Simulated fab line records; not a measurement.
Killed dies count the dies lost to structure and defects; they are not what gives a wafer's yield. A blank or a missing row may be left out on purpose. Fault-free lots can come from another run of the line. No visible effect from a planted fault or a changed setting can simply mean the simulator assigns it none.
Problem report, 8D (eight disciplines) form, completed by code + flow sky130 + the parts of the form that need people (team, actions taken, sign-off) are left out

== 1. PROBLEM STATEMENT ==
At SKY_SD_N_STRIP_11, strip time to endpoint s averages 22.03 s over 6 wafers from 2 lots, while fault-free wafers read 22.55 s, standard deviation 0.042. Relative to the usual mean, that is a shift of -12 standard deviations.
The step: strips in O2/N2.
First observed at day 32 16:47: wafer L602.3, on plasma asher-02. The record has a number at this step for 42 wafers belonging to 14 lots. Rule for "out", or "out of limits": more than 4 standard deviations from the usual mean. All remaining wafers that have a number are taken as sound.

== 2. WHAT IT IS AND WHAT IT IS NOT ==
| question                    | is                       | is not                                                                 |
|-----------------------------|--------------------------|------------------------------------------------------------------------|
| which readings at this step | strip time to endpoint s | drypump motor current A                                                |
| which lots                  | L602, L603               | L589, L590, L591, L592, L593, L594, L595, L596, L597, L598, L600, L601 |
| which wafers of those lots  | all that have a number   | -                                                                      |
| read on which tools         | plasma asher-02          | plasma asher-01, plasma asher-04                                       |
| when                        | from day 32 16:47        | up to then (36 sound wafers)                                           |

== 3. WHAT RULES OUT EACH SUSPECT ==
Counting: any tool at a process step up to the reading is kept as a suspect provided that every lot that is out went through it and no sound lot did after the first of them.
- litho track-03 at SKY_SD_N_COAT_02 (resist thk 1140 nm): kept. Every lot that is out went through it, starting with L602 (day 32 02:42), and after that it ran no sound lot; the last sound lot it ran before then is L601 (day 32 00:01).
- plasma asher-02 at SKY_SD_N_STRIP_11 (strips in O2/N2): kept. Every lot that is out went through it, starting with L602 (day 32 16:47), and after that it ran no sound lot; the last sound lot it ran before then is L601 (day 32 14:03). Its own strip time to endpoint s readings are out on those wafers.
Left after counting: litho track-03 at SKY_SD_N_COAT_02, plasma asher-02 at SKY_SD_N_STRIP_11.

== 4. THE CAUSE (what the simulator had put in) ==
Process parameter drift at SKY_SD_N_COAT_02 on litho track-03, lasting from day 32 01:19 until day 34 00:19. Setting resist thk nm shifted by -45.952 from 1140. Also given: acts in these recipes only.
Counting leaves 2 suspects; this tool is one of them.

== 5. THE CHAIN OF EFFECTS, in route order ==
One row per reading whose mean, taken over the struck wafers that have a number, lies over 3 standard deviations from the usual. Scope: only readings with a usual standard deviation given in the record; hours: median across lots of the time from each lot's start at the first step in this table that gives one to its start at this step; sigmas: change in usual standard deviations.
| hours | step              | reading                  | usual   | on struck wafers | change | sigmas |
|-------|-------------------|--------------------------|---------|------------------|--------|--------|
| 0     | SKY_SD_N_STRIP_11 | strip time to endpoint s | 22.55 s | 22.03            | -0.52  | -12    |
It contains these process steps:
- SKY_SD_N_STRIP_11: strips in O2/N2.
Later steps that measure or inspect, where all struck wafers having a row at the step show a number for every such reading and not one has moved that far: SKY_LI_CONTACT_BOW_MEAS_03.

== 6. HOW IT WOULD HAVE BEEN CAUGHT EARLIER ==
First out-of-limits reading in this record: day 32 16:47, which is 15 hours after fault onset at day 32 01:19.
An alarm limit of 4 standard deviations would not have fired on the tool readings at SKY_SD_N_COAT_02 for which the record gives a usual standard deviation, since none of them was out on any struck wafer.
Lots out: 2; of these, L603 started SKY_SD_N_COAT_02 on litho track-03 after day 32 16:47. It would have been spared by a hold on the tool at that moment.
